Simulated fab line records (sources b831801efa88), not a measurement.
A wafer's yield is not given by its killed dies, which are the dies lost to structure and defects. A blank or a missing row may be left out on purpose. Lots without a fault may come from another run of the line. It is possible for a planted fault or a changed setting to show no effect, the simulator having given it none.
One fault seen from 2 desks || flow gf180mcu || each desk has only its own numbers; what lay behind them comes last

== FROM THE METROLOGY DESK ==
Lot by lot, what the gauges showed, no matter which tool ran the lot: averages of those sampled wafers that carry a number. Marked OUT: a lot whose mean sits more than 4 standard deviations from the usual mean, which makes it out of limits; the brackets give that distance.
Columns: A = V4_CVD_00_THK at GF_V4_THK_MEAS_01, usual 599 nm
{"lot": "L526", "first seen here": "day 24 05:22", "A": 600}
{"lot": "L527", "first seen here": "day 24 11:44", "A": 593}
{"lot": "L528", "first seen here": "day 25 01:49", "A": 603}
{"lot": "L529", "first seen here": "day 25 06:08", "A": 608}
{"lot": "L530", "first seen here": "day 26 01:16", "A": 594}
{"lot": "L531", "first seen here": "day 26 05:06", "A": 596}
{"lot": "L533", "first seen here": "day 26 08:52", "A": 598}
{"lot": "L532", "first seen here": "day 26 10:42", "A": 595}
{"lot": "L535", "first seen here": "day 27 19:30", "A": 602}
{"lot": "L543", "first seen here": "day 29 16:35", "A": 600}
{"lot": "L545", "first seen here": "day 30 08:23", "A": 604}
{"lot": "L546", "first seen here": "day 30 10:25", "A": 604}
{"lot": "L547", "first seen here": "day 30 13:10", "A": 614}
This desk found nothing out of limits on any of the 13 lots.

== THE TOOL OWNER'S DESK: wet-bench-03 ==
The tool's own readings at GF_M2_STRIP_18 (strips in post etch residue remover, time 1200 s): means of the sampled wafers that have a number, for each lot that ran on this tool. Marked OUT: a lot whose mean sits more than 4 standard deviations from the usual mean, which makes it out of limits; the brackets give that distance.
Columns: A = bath-heat-duty-pct at GF_M2_STRIP_18, usual 14.1 %
{"lot": "L526", "first seen here": "day 19 23:50", "A": 12.4}
{"lot": "L528", "first seen here": "day 20 18:39", "A": 12.4}
{"lot": "L529", "first seen here": "day 21 04:12", "A": 12.4}
{"lot": "L531", "first seen here": "day 22 06:38", "A": 12.7}
{"lot": "L535", "first seen here": "day 24 00:54", "A": 15.5}
{"lot": "L546", "first seen here": "day 26 23:43", "A": 12.0}
{"lot": "L547", "first seen here": "day 27 00:39", "A": 12.3}
This desk found nothing out of limits on any of the 7 lots.

== TAKEN TOGETHER ==
The metrology desk saw nothing out of limits.
The desk of the tool owner found nothing out of limits.

== WHAT THE SIMULATOR HAD INSERTED ==
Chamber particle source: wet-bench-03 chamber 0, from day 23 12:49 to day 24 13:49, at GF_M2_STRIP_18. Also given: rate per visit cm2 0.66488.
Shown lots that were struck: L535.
